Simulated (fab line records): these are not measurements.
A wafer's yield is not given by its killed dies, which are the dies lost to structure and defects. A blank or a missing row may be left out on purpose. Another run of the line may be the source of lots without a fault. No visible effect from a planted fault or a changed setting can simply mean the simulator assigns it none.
A lot that was struck, set against a sound lot ; flow sky130 ; 17 out of 708 route steps
Sound: wafers L722.1, L722.2, L722.5. Wafers struck: L711.2, L711.4, L711.5. At the end, the cause is stated.
Each step with rows lists, per side, the tool, then ch with its chambers, then its first start. Under that, the readings that differ: sound wafers ; struck wafers ; difference of the means ; sigmas: that difference in standard deviations of wafers without a fault.
alike: readings with means less than 2 such deviations apart, plus words and numbers identical on both sides. not compared: withheld readings, readings lacking a value on some wafer, bounds such as >300 that could conceal the same value, and numbers that have no deviation in the record and whose values overlap.
A row with sigmas, a row that says differs or no value, or rows on one side alone: a step with any of these is where the two part. Numbers that have no deviation but don't overlap get no sigmas and don't part them. A reading that every wafer of one side lacks parts them only if that side has two wafers or more.

SKY_CONTACT_BOW_MEAS_05:
  struck on film metro-02, day 34 04:13; sound on film metro-02, day 37 11:32
  alike: CONTACT_BOW
then, 8 steps without rows for these wafers: SKY_CONTACT_DEHYDRATE_06 (time 60 s); SKY_CONTACT_HMDS_07 (prime time 60 s); SKY_CONTACT_COAT_08 (resist thk 60 nm); SKY_CONTACT_COAT_09 (resist thk 450 nm); SKY_CONTACT_SOFTBAKE_10 (time 90 s); SKY_CONTACT_EXPOSE_11 (exposes mask CTM1, target cd 170 nm); SKY_CONTACT_PEB_12; SKY_CONTACT_DEVELOP_13 (develop time 60 s).
SKY_CONTACT_CD_MEAS_14 targets a cd of 170 nm.
  struck on cd sem-02, day 35 07:08; sound on cd sem-02, day 38 13:13
reading;sound;struck;difference;sigmas
cd nm (nm);169.1 167.8 167.9;170.4 171.7 171.2;+2.8;+2
SKY_CONTACT_OVL_MEAS_15:
  struck on overlay-02, day 35 07:14; sound on overlay-01, day 38 13:20
reading;sound;struck;difference;sigmas
CONTACT_OVL (nm);15 6 9;-4 -1 -3;-13;-2
SKY_CONTACT_ETCH_16: etches BARC in N2/H2, stops on SiO2, time 45.9 s, target depth 60 nm.
  sound on rie diel-02 ch 0,2, day 38 13:22; struck on rie diel-01 ch 0,1,2, day 35 07:16
  alike: bias w, chamber pressure mTorr, drypump motor current A, oes product au, throttle valve pct
  not compared: rf hours counter h
SKY_CONTACT_ETCH_17: etches SiO2 in C4F8/O2/Ar, stops on Si3N4, target depth 340 nm.
  sound on rie diel-02 ch 0,2, day 38 13:25; struck on rie diel-01 ch 0,1,2, day 35 07:19
  no value came back on the struck wafers for bias w (W), chamber pressure mTorr (mTorr), oes product au (a.u.); on the sound wafers bias w (W) reads 1200 1199 1201
reading;sound;struck;difference;sigmas
model.KrF-thick_of_CONTACT_COAT_09.thk nm (nm);332 328.9 328.4;391.6 392.7 392.2;+62.4;
SKY_CONTACT_ETCH_18: etches Si3N4 in CHF3/O2, stops on TiN, time 39 s, target depth 75 nm.
  sound on rie diel-02 ch 0,2; struck on rie diel-01 ch 0,1,2
reading;sound;struck;difference;sigmas
bias w (W);199.1 200.3 199.3;201.6 201.1 200.3;+1.4;+2
oes product au (a.u.);0.852 0.846 0.855;0.369 0.369 0.379;-0.479;-64
throttle valve pct (%);8.792 8.781 8.797;8.674 8.676 8.678;-0.114;-13
model.KrF-thick_of_CONTACT_COAT_09.thk nm (nm);249.1 244.6 243.1;307.3 308.3 307;+61.9;
  alike: O2_flow_sccm, drypump motor current A
  not compared: rf hours counter h
SKY_CONTACT_STRIP_19: strips in O2/N2.
  sound on plasma asher-02 ch 0,1, day 38 13:30; struck on plasma asher-04 ch 1, day 35 07:24
reading;sound;struck;difference;sigmas
drypump motor current A (A);5.1 5.3 5.3;6.1 6.1 6.1;+0.9;+3
oes product au (a.u.);0.381 0.384 0.385;0.411 0.400 0.405;+0.022;+5
strip time to endpoint s (s);3.676 3.647 3.590;4.293 4.302 4.281;+0.654;+28
  not compared: rf hours counter h
then, 1 step without rows for these wafers: SKY_CONTACT_STRIP_20 (strips in post etch residue remover, time 1200 s).
-- the record jumps here: 13 days lie between the struck wafers' starts before and after (it left off in module CONTACT and takes up again in module PAD_OPEN, whose first step shown is number 708 of the route) --
SKY_PAD_OPEN_PROBE_99:
  struck on prober-01, day 48 16:37; sound on prober-01, day 50 21:08
reading;sound;struck;difference;sigmas
killed_at_M0_to_M3;32 40 29;220 214 221;+185;+26
killed_at_M4_up;2 3 0;63 81 73;+71;+39
killed at contacts;26 15 27;123 110 119;+95;+17
killed at other;0 1 0;72 62 62;+65;+92
killed dies;74 74 67;492 492 492;+420;+46
killed on rim;19 9 9;96 96 96;+84;+23
  alike: killed at front end, killed open, killed short

== WHERE THEY PART ==
Earliest at SKY_CONTACT_CD_MEAS_14; latest, in this record, at SKY_PAD_OPEN_PROBE_99.

WHY: what had been put in by the simulator
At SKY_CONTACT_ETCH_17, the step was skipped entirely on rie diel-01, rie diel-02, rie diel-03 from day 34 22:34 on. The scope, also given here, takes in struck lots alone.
